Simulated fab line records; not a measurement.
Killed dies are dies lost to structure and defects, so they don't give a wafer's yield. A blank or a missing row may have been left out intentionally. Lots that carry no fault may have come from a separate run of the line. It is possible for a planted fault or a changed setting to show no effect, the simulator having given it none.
Struck lot and sound lot, side by side ; flow sky130 ; 24 steps out of a route of 708
Sound: wafers L657.4, L657.5, L657.6. Wafers struck: L663.1, L663.4, L663.5. At the end, the cause is stated.
Per side, at each step with rows, come the tool, then ch with its chambers, and then its first start. Under that, the readings that differ: sound wafers ; struck wafers ; difference of the means ; sigmas: that difference in standard deviations of wafers without a fault.
alike: words and numbers the same on both sides, and readings whose means are apart by under 2 such deviations; not compared: readings that were withheld, readings missing a value for some wafer, numbers with overlapping values and no deviation given by the record, and bounds like >300 which may hide the same value.
Wherever a step has rows on one side only, a row that says differs or no value, or a row with sigmas, the two part there. Non-overlapping numbers with no deviation appear without sigmas and do not part them. A reading that every wafer of one side lacks parts them only if that side has two wafers or more.

first, 2 steps without rows for these wafers: SKY_POLY_GATE_CLEAN_19 (cleans in SC1/SC2, time 150 s); SKY_POLY_GATE_OXIDATION_20 (stabilise 600 s, purge 300 s, target thk 4 nm).
SKY_POLY_GATE_THK_MEAS_21:
  struck on film_metro-02, day 20 16:56; sound on film_metro-03, day 18 06:59
  alike: POLY_GATE_OXIDATION_THK
SKY_POLY_GATE_CD_MEAS_22:
  struck on cd_sem-02, day 20 16:59; sound on cd_sem-01, day 18 07:07
  alike: cd_nm
then, 7 steps without rows for these wafers: SKY_LDD_N_DEHYDRATE_00 (time 60 s); SKY_LDD_N_HMDS_01 (prime time 60 s); SKY_LDD_N_COAT_02 (resist thk 300 nm); SKY_LDD_N_SOFTBAKE_03 (time 60 s); SKY_LDD_N_EXPOSE_04 (exposes mask NTM, target cd 840 nm); SKY_LDD_N_PEB_05; SKY_LDD_N_DEVELOP_06 (develop time 60 s).
SKY_LDD_N_OVL_MEAS_07:
  struck on overlay-01, day 21 23:21; sound on overlay-02, day 19 13:40
  alike: LDD_N_OVL
SKY_LDD_N_IMPLANT_08:
  sound on implanter-01 ch 0, day 19 13:46; struck on implanter-04 ch 0, day 21 23:42
then, 7 steps without rows for these wafers: SKY_LDD_N_IMPLANT_09; SKY_LDD_N_IMPLANT_10; SKY_LDD_N_IMPLANT_11; SKY_LDD_N_IMPLANT_12; SKY_LDD_N_IMPLANT_13; SKY_LDD_N_IMPLANT_14; SKY_LDD_N_IMPLANT_15.
SKY_LDD_N_STRIP_16: strips in O2/N2.
  sound on plasma_asher-01 ch 0,1, day 19 14:55; struck on plasma_asher-04 ch 0, day 22 01:03
reading;sound;struck;difference;sigmas
strip_time_to_endpoint_s (s);4.332 4.327 4.319;4.522 4.519 4.543;+0.202;+13
  alike: drypump_motor_current_A, o2_flow_sccm, oes_product_au
  not compared: rf_hours_counter_h
SKY_LDD_N_TW_MEAS_17:
  struck on film_metro-03, day 22 01:15; sound on film_metro-02, day 19 15:01
reading;sound;struck;difference;sigmas
LDD_N_TW;2598 2606 2604;2702 2710 2699;+101;+4
then, 1 step without rows for these wafers: SKY_LDD_P_DEHYDRATE_00 (time 60 s).
-- here the record skips 27 days between the struck wafers' starts before and after, leaving off in module LDD_P and picking up in module PAD_OPEN (first step shown: number 708 of the route) --
SKY_PAD_OPEN_PROBE_99:
  struck on prober-01, day 48 22:39; sound on prober-01, day 47 14:58
reading;sound;struck;difference;sigmas
model.etest.tip_n.rs_ohm_sq;439.4 443.1 449.1;387.8 390.4 385.7;-55.9;
  alike: killed_at_M0_to_M3, killed_at_M4_up, killed_at_contacts, killed_at_front_end, killed_at_other, killed_dies, killed_open, killed_short
  not compared: model.etest.nfet_01v8_lvt.vt_sat_v, model.etest.nfet_01v8.vt_sat_v

## WHERE THEY PART
At SKY_LDD_N_STRIP_16 first; at SKY_LDD_N_TW_MEAS_17 last (within this record only). Later steps at which nothing parts them and some readings are alike: SKY_PAD_OPEN_PROBE_99.

WHY: the cause the simulator had injected
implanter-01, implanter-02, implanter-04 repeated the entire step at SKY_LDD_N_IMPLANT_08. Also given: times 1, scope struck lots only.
